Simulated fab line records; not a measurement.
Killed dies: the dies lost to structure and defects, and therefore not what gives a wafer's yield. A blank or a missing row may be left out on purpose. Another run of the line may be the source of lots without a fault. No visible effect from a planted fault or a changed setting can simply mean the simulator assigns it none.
Chamber matching    flow gf180mcu    cmp-01 running GF_V2_CMP_26: 4 sister chambers
The step polishes, stops on SiO2, t overpolish 15 s, target thk 0 nm. 8 wafers are shown with their chamber, then 12 later ones without.

== WAFERS PAIRED WITH THEIR CHAMBERS ==
wafer   chamber  motorCurrentA (A)  timeToEndpointS (s)
L084.2  1        10.7               85.0
L088.1  1        10.8               86.2
L088.3  0        9.5                81.0
L090.1  3        9.5                87.8
L090.6  3        9.9                83.6
L091.1  0        10.3               85.7
L091.4  2        9.8                80.7
L091.6  2        9.5                84.7

== WAFERS WHOSE CHAMBER IS MISSING ==
wafer   motorCurrentA (A)  timeToEndpointS (s)
L092.1  9.9                84.4
L092.2  9.9                88.0
L092.3  10.0               84.2
L093.2  9.4                85.8
L093.3  10.3               86.3
L093.6  10.7               86.7
L094.1  9.3                83.1
L094.3  10.1               83.4
L094.4  10.1               82.7
L097.4  9.9                83.4
L097.5  10.0               84.3
L097.6  10.8               89.2

== WHICH CHAMBER EACH ONE RAN IN ==
wafer    from the rows above                 in truth
L092.1   can't be placed: 0 or 3 or 2        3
L092.2   can't be placed: 3 or 0 or 2 or 1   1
L092.3   can't be placed: 0 or 3 or 2 or 1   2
L093.2   can't be placed: 3 or 2 or 0        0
L093.3   can't be placed: 1 or 0 or 3 or 2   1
L093.6   1                                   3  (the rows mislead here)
L094.1   can't be placed: 2 or 3 or 0        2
L094.3   can't be placed: 0 or 2 or 3 or 1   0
L094.4   can't be placed: 0 or 2 or 3 or 1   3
L097.4   can't be placed: 0 or 2 or 3        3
L097.5   can't be placed: 0 or 3 or 2 or 1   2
L097.6   1                                   1
1 of 12 placed correctly. Cannot be placed on the basis of these rows: 10; the candidates contain the true chamber in 10. Wrongly placed: 1.
How it was worked out, from the rows above alone: a wafer's distance from a chamber is the root of the sum, over the readings, of the square of ((its reading less the chamber's mean) divided by the reading's scatter). If the next closest chamber is less than 2 further off than the closest, the wafer can't be placed; otherwise it belongs to the closest. The mean given for a chamber averages the wafers shown for that chamber. The scatter: take each reading less its chamber's mean, square it, sum over the shown wafers, divide by the number of wafers less the number of chambers, and take the root.
